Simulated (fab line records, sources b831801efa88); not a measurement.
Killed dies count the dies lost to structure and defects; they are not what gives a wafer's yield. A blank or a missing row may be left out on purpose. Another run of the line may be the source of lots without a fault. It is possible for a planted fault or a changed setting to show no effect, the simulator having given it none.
A lot that was struck, set against a sound lot ; flow sky130 ; 14 out of 708 route steps
Sound: these wafers, L234.1, L234.2, L234.3. Wafers L238.4, L238.5, L238.6 were the ones struck. At the end, the cause is stated.
For every step that has rows: the tool of each side, followed by ch and its chambers, followed by its first start. Under that, the readings that differ: sound wafers ; struck wafers ; difference of the means ; sigmas: that difference in standard deviations of wafers without a fault.
alike: readings with means less than 2 such deviations apart, plus words and numbers identical on both sides. not compared: withheld readings, readings lacking a value on some wafer, bounds such as >300 that could conceal the same value, and numbers that have no deviation in the record and whose values overlap.
The two part at a step that has a row with sigmas, a row that says differs or no value, or rows on one side only. Numbers that don't overlap but have no deviation are shown without sigmas and don't part them. A reading missing from all wafers of one side parts the sides only when that side holds two or more wafers.

first, 4 steps without rows for these wafers: SKY_METAL2_STRIP_21 (strips in post etch residue remover, time 1200 s); SKY_METAL2_CLEAN_22 (cleans in IPA, time 180 s); SKY_METAL2_CLEAN_23 (cleans in O3/DIW); SKY_VIA2_HDPCVD_00 (deposits SiO2, target thk 1180 nm, time 196.7 s).
SKY_VIA2_THK_MEAS_01:
  sound on film-metro-01, day 37 01:02; struck on film-metro-03, day 38 04:16
  alike: VIA2_HDPCVD_THK
SKY_VIA2_CMP_02: polishes SiO2.
  sound on cmp-02 ch 0,2,3, day 37 01:06; struck on cmp-02 ch 0,3, day 38 04:20
  alike: motor-current-A
SKY_VIA2_BOW_MEAS_03:
  sound on film-metro-01, day 37 01:24; struck on film-metro-01, day 38 04:39
  alike: VIA2_BOW
then, 5 steps without rows for these wafers: SKY_VIA2_DEHYDRATE_04 (time 60 s); SKY_VIA2_HMDS_05 (prime time 60 s); SKY_VIA2_COAT_06 (resist thk 60 nm); SKY_VIA2_COAT_07 (resist thk 450 nm); SKY_VIA2_SOFTBAKE_08 (time 90 s).
SKY_VIA2_EXPOSE_09: exposes mask VIM2, target cd 200 nm.
  struck on krf-scanner-02, day 38 17:43; sound on krf-scanner-02 ch 0, day 37 15:05
  no value came back on the struck wafers for exposure-dose-mJ-cm2, focus-offset-nm (nm); on the sound wafers exposure-dose-mJ-cm2 reads 38.12 38.10 38.12
  alike: mask
then, 1 step without rows for these wafers: SKY_VIA2_PEB_10.

## WHERE THEY PART
At SKY_VIA2_EXPOSE_09 and nowhere else, as far as this record goes.

WHY: whatever the simulator had introduced
Entire step skipped (krf-scanner-02, SKY_VIA2_EXPOSE_09), from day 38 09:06 onward. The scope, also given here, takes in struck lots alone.
